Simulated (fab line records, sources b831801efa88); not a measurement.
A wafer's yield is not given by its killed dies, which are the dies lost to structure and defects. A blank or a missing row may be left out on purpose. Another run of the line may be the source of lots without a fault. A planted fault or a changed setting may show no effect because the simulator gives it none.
A struck lot beside a sound one    flow sky130    15 out of 708 route steps
Sound: the wafers L886.1, L886.2, L886.6. The struck wafers were L900.3, L900.4, L900.5. Last of all comes the cause.
Per side, at each step with rows, come the tool, then ch with its chambers, and then its first start. Under that, the readings that differ: sound wafers    struck wafers    difference of the means    sigmas: that difference in standard deviations of wafers without a fault.
alike: words and numbers the same on both sides, and readings whose means are apart by under 2 such deviations; not compared: readings that were withheld, readings missing a value for some wafer, numbers with overlapping values and no deviation given by the record, and bounds like >300 which may hide the same value.
Wherever a step has rows on one side only, a row that says differs or no value, or a row with sigmas, the two part there. Numbers that don't overlap but have no deviation are shown without sigmas and don't part them. A reading that every wafer of one side lacks parts them only if that side has two wafers or more.

first, 4 steps without rows for these wafers: SKY_LDD_N_IMPLANT_12; SKY_LDD_N_IMPLANT_13; SKY_LDD_N_IMPLANT_14; SKY_LDD_N_IMPLANT_15.
SKY_LDD_N_STRIP_16: strips in O2/N2.
  sound on plasma-asher-02 ch 0,1, day 19 20:19; struck on plasma-asher-04 ch 0,1, day 24 23:13
  alike: drypump-motor-current-A, oes-product-au, strip-time-to-endpoint-s
  not compared: rf-hours-counter-h
SKY_LDD_N_TW_MEAS_17:
  struck on film-metro-02, day 24 23:17; sound on film-metro-04, day 19 20:25
  alike: LDD_N_TW
then, 6 steps without rows for these wafers: SKY_LDD_P_DEHYDRATE_00 (time 60 s); SKY_LDD_P_HMDS_01 (prime time 60 s); SKY_LDD_P_COAT_02 (resist thk 1140 nm); SKY_LDD_P_SOFTBAKE_03 (time 60 s); SKY_LDD_P_EXPOSE_04 (exposes mask PSDM, target cd 380 nm); SKY_LDD_P_PEB_05.
SKY_LDD_P_DEVELOP_06: develop time 60 s.
  sound on litho-track-03 ch 0, day 21 02:28; struck on litho-track-03 ch 0, day 26 04:22
reading               sound              struck             difference  sigmas
developer-temp-C (C)  22.87 22.87 23.06  25.34 25.32 25.21  +2.36       +24
  alike: resist-line-temp-C
SKY_LDD_P_CD_MEAS_07: target cd 380 nm.
  struck on cd-sem-01, day 26 04:31; sound on cd-sem-02, day 21 02:37
reading     sound        struck       difference  sigmas
cd-nm (nm)  381 376 378  371 370 370  -8          -3
SKY_LDD_P_OVL_MEAS_08:
  struck on overlay-01, day 26 04:36; sound on overlay-01, day 21 02:44
  alike: LDD_P_OVL

WHERE THEY PART
Earliest at SKY_LDD_P_DEVELOP_06; latest, in this record, at SKY_LDD_P_CD_MEAS_07. Later steps at which nothing parts them and some readings are alike: SKY_LDD_P_OVL_MEAS_08.

WHY: what had been put in by the simulator
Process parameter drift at SKY_LDD_P_DEVELOP_06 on litho-track-03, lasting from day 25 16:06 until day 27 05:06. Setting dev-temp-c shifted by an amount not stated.
